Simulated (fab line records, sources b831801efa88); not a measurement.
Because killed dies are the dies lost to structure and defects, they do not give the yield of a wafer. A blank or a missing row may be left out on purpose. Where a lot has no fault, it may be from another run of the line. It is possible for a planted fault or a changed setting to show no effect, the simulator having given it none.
Which tool is to blame? || flow sky130 || at 1 step of a route of 708, 12 lots with 36 wafers sampled

WHAT THE GAUGES READ, wafer by wafer
SKY_LDD_P_CD_MEAS_07: target cd 380 nm.
{"lot": "L075", "measured": "day 19 10:49", "on": "cd_sem-01", "cd_nm (nm)": "378.0 378.9 379.6"}
{"lot": "L078", "measured": "day 19 19:01", "on": "cd_sem-02", "cd_nm (nm)": "384.8 380.4 384.6"}
{"lot": "L079", "measured": "day 20 11:30", "on": "cd_sem-01", "cd_nm (nm)": "380.5 381.8 380.6"}
{"lot": "L081", "measured": "day 21 08:08", "on": "cd_sem-01", "cd_nm (nm)": "382.2 379.4 379.0"}
{"lot": "L083", "measured": "day 22 01:20", "on": "cd_sem-02", "cd_nm (nm)": "383.1 381.9 380.7"}
{"lot": "L085", "measured": "day 22 17:34", "on": "cd_sem-02", "cd_nm (nm)": "381.0 379.7 381.5"}
{"lot": "L087", "measured": "day 23 11:01", "on": "cd_sem-02", "cd_nm (nm)": "380.9 382.3 381.3"}
{"lot": "L089", "measured": "day 24 10:10", "on": "cd_sem-02", "cd_nm (nm)": "382.2 377.2 379.5"}
{"lot": "L091", "measured": "day 25 04:26", "on": "cd_sem-02", "cd_nm (nm)": "379.3 377.9 378.5"}
{"lot": "L093", "measured": "day 25 20:34", "on": "cd_sem-02", "cd_nm (nm)": "374.8 376.9 376.3"}
{"lot": "L095", "measured": "day 26 06:54", "on": "cd_sem-01", "cd_nm (nm)": "378.2 378.0 377.6"}
{"lot": "L097", "measured": "day 27 14:33", "on": "cd_sem-01", "cd_nm (nm)": "381.9 379.8 379.7"}

WHAT TOOL EACH LOT RAN ON (gives the tool, then ch and the chambers of the sampled wafers, and finally the start)
The record shows no process step preceding these readings.

THE ANSWER, worked out from the rows above alone
Rule: usual is defined by the lots themselves. The widest of any qualifying gaps counts: lots, ordered by their means at a reading, are off when they make up no more than a third of the lots, leave a main group of 4 or more, and stand apart from it by 3 or more times the standard deviation of that group's means. A main group is skipped when, at the precision printed for the reading in the tables above, its means are all equal. A lot without any number at a reading at which 4 lots or more have one is off too. Where the step has rows for the other lots, those lots are counted as sound.
Nothing can be told from this: no lot is off at any reading shown.

WHAT THE SIMULATOR PUT IN
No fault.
